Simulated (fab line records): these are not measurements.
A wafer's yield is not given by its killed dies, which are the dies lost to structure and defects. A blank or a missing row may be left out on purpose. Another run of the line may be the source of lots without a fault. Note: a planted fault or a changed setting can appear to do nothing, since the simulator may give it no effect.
A lot that was struck, set against a sound lot || flow sky130 || 15 steps out of a route of 708
Sound: these wafers, L696.2, L696.4, L696.6. Struck: wafer L693.6 (left out: L693.4, a lot-mate that was not struck); the cause follows at the end.
Per side, at each step with rows, come the tool, then ch with its chambers, and then its first start. Under that, the readings that differ: sound wafers || struck wafers || difference of the means || sigmas: that difference in standard deviations of wafers without a fault.
alike: words and numbers the same on both sides, and readings whose means are apart by under 2 such deviations; not compared: readings that were withheld, readings missing a value for some wafer, numbers with overlapping values and no deviation given by the record, and bounds like >300 which may hide the same value.
A row with sigmas, a row that says differs or no value, or rows on one side alone: a step with any of these is where the two part. When numbers do not overlap yet have no deviation, they are printed without sigmas and do not part them. A reading missing from all wafers of one side parts the sides only when that side holds two or more wafers.

first, 3 steps without rows for these wafers: SKY_CONTACT_EXPOSE_11 (exposes mask CTM1, target cd 170 nm); SKY_CONTACT_PEB_12; SKY_CONTACT_DEVELOP_13 (develop time 60 s).
SKY_CONTACT_CD_MEAS_14: target cd 170 nm.
  struck on cd-sem-02, day 40 11:41; sound on cd-sem-01, day 40 06:31
  alike: cd-nm
SKY_CONTACT_OVL_MEAS_15:
  struck on overlay-01, day 40 11:46; sound on overlay-01, day 40 06:37
  alike: CONTACT_OVL
SKY_CONTACT_ETCH_16: etches BARC in N2/H2, stops on SiO2, time 45.9 s, target depth 60 nm.
  sound on rie-diel-01 ch 0,1,2, day 40 06:39; struck on rie-diel-03 ch 2, day 40 11:47
{"reading": "oes-product-au (a.u.)", "sound": "0.853 0.854 0.858", "struck": 0.839, "difference": -0.016, "sigmas": -3}
  alike: drypump-motor-current-A, h2-flow-sccm, throttle-valve-pct
  not compared: rf-hours-counter-h
SKY_CONTACT_ETCH_17: etches SiO2 in C4F8/O2/Ar, stops on Si3N4, target depth 340 nm.
  sound on rie-diel-01 ch 0,1,2, day 40 06:41; struck on rie-diel-03 ch 2, day 40 11:49
{"reading": "oes-product-au (a.u.)", "sound": "0.894 0.887 0.881", "struck": 0.898, "difference": "+0.011", "sigmas": "+2"}
SKY_CONTACT_ETCH_18: etches Si3N4 in CHF3/O2, stops on TiN, time 39 s, target depth 75 nm.
  sound on rie-diel-01 ch 0,1,2; struck on rie-diel-03 ch 2
{"reading": "throttle-valve-pct (%)", "sound": "8.790 8.792 8.807", "struck": 8.777, "difference": -0.019, "sigmas": -2}
  alike: drypump-motor-current-A, oes-product-au
  not compared: rf-hours-counter-h
SKY_CONTACT_STRIP_19: strips in O2/N2.
  sound on plasma-asher-02 ch 0, day 40 06:47; struck on plasma-asher-01 ch 1, day 40 11:56
{"reading": "strip-time-to-endpoint-s (s)", "sound": "3.58 3.57 3.59", "struck": 3.69, "difference": "+0.11", "sigmas": "+2"}
  alike: drypump-motor-current-A, oes-product-au
  not compared: rf-hours-counter-h
then, 3 steps without rows for these wafers: SKY_CONTACT_STRIP_20 (strips in post etch residue remover, time 1200 s); SKY_CONTACT_CLEAN_21 (cleans in IPA, time 180 s); SKY_CONTACT_CLEAN_22 (cleans in O3/DIW).
SKY_CONTACT_SPUTTER_23: material TiN, target thk 20 nm, time 80 s.
  struck on pvd-sputter-01, day 40 12:32; sound on pvd-sputter-03, day 40 07:25
{"reading": "model.TiN_of_CONTACT_SPUTTER_23.thk-nm (nm)", "sound": "20.06 20.05 19.85", "struck": 20.71, "difference": "+0.72", "sigmas": ""}
  alike: cathode-dc-power-W, throttle-valve-pct
SKY_CONTACT_CVD_24: deposits W, target thk 340 nm, time 102.12 s.
  sound on cvd-w-01 ch 1, day 40 07:28; struck on cvd-w-01 ch 0, day 40 12:38
{"reading": "heater-power-outer-w (W)", "sound": "419 428 426", "struck": 625, "difference": "+201", "sigmas": "+3"}
{"reading": "heater-power-w (W)", "sound": "733 726 738", "struck": 967, "difference": "+235", "sigmas": "+3"}
next, for these wafers, 1 step has no rows: SKY_PAD_OPEN_PROBE_99.

== WHERE THEY PART ==
At SKY_CONTACT_ETCH_16 first; at SKY_CONTACT_CVD_24 last (within this record only).

WHY: what had been put in by the simulator
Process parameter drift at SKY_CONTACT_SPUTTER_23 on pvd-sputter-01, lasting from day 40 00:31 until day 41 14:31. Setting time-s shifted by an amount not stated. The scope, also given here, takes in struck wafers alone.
